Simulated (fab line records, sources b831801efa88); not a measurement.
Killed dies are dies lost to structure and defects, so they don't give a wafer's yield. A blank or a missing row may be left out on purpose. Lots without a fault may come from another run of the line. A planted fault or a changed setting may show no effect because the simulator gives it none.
Which tool did it? | flow gf180mcu | 6 lots, 18 wafers sampled, at 3 steps of a route of 602

WHAT THE GAUGES READ, wafer by wafer
GF_V4_THK_MEAS_01.
lot  | measured     | on            | V4_CVD_00_THK (nm)
L555 | day 25 08:22 | film_metro-03 | 608 603 600
L557 | day 25 15:59 | film_metro-02 | 597 596 594
L562 | day 27 13:04 | film_metro-03 | 601 596 601
L567 | day 29 03:01 | film_metro-02 | 598 901 597 598 901 598
L571 | day 30 03:12 | film_metro-04 | 596 906 911 595 906 912
L573 | day 30 14:15 | film_metro-03 | 605 594 600

WHICH TOOL RAN EACH LOT (tool, then ch and the chambers of the sampled wafers, then the start)
lot  | GF_M3_METAL_ETCH_16               | GF_V4_CVD_00
L555 | rie_metal-03 ch 0, day 23 08:22   | hdpcvd-02 ch 0,1,2, day 25 08:17
L557 | rie_metal-04 ch 0,1, day 23 15:36 | hdpcvd-01 ch 0,1, day 25 15:54
L562 | rie_metal-01 ch 0,1, day 25 16:05 | hdpcvd-02 ch 1,2, day 27 12:59
L567 | rie_metal-01 ch 0,1, day 27 08:51 | hdpcvd-02 ch 0,2, day 29 02:56
L571 | rie_metal-03 ch 0,1, day 28 09:29 | hdpcvd-02 ch 0,1, day 30 03:08
L573 | rie_metal-04 ch 0,1, day 28 21:32 | hdpcvd-01 ch 1,2, day 30 14:11
- GF_M3_METAL_ETCH_16: etches the open film in Cl2/BCl3, stops on SiO2, target depth 627.5 nm, time 104.6 s.
- GF_V4_CVD_00: deposits SiO2, target thk 600 nm, time 100 s.

THE ANSWER, worked out from the rows above alone
Rule: what is usual is taken from the lots themselves. Put in order of their means at a reading, lots are off if they are a third of the lots or fewer, leave a main group of 4 or more, and stand apart from it by a gap of 3 or more times the standard deviation of the main group's means; of several such gaps the widest counts. A main group whose means are all the same, to the digits that the tables above print for the reading, isn't used. A lot without any number at a reading at which 4 lots or more have one is off too. The other lots that the step has rows for count as sound.
Off: L567, L571, at GF_V4_THK_MEAS_01 (V4_CVD_00_THK). The main group: mean 600 nm, standard deviation 2.8.
A tool fits if, at a process step before that reading, it ran every lot that is off, and no sound lot after the first of them. The gauges at GF_V4_THK_MEAS_01 are tried like those tools. One fits: hdpcvd-02 at GF_V4_CVD_00. Its last sound lot is L562 (day 27 12:59), its first lot that is off L567 (day 29 02:56): a fault that began between those two fits.

WHAT THE SIMULATOR HAD PUT IN
Process parameter drift: hdpcvd-02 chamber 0, from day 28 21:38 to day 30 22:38, at GF_V4_CVD_00. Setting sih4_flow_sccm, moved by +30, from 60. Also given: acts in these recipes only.
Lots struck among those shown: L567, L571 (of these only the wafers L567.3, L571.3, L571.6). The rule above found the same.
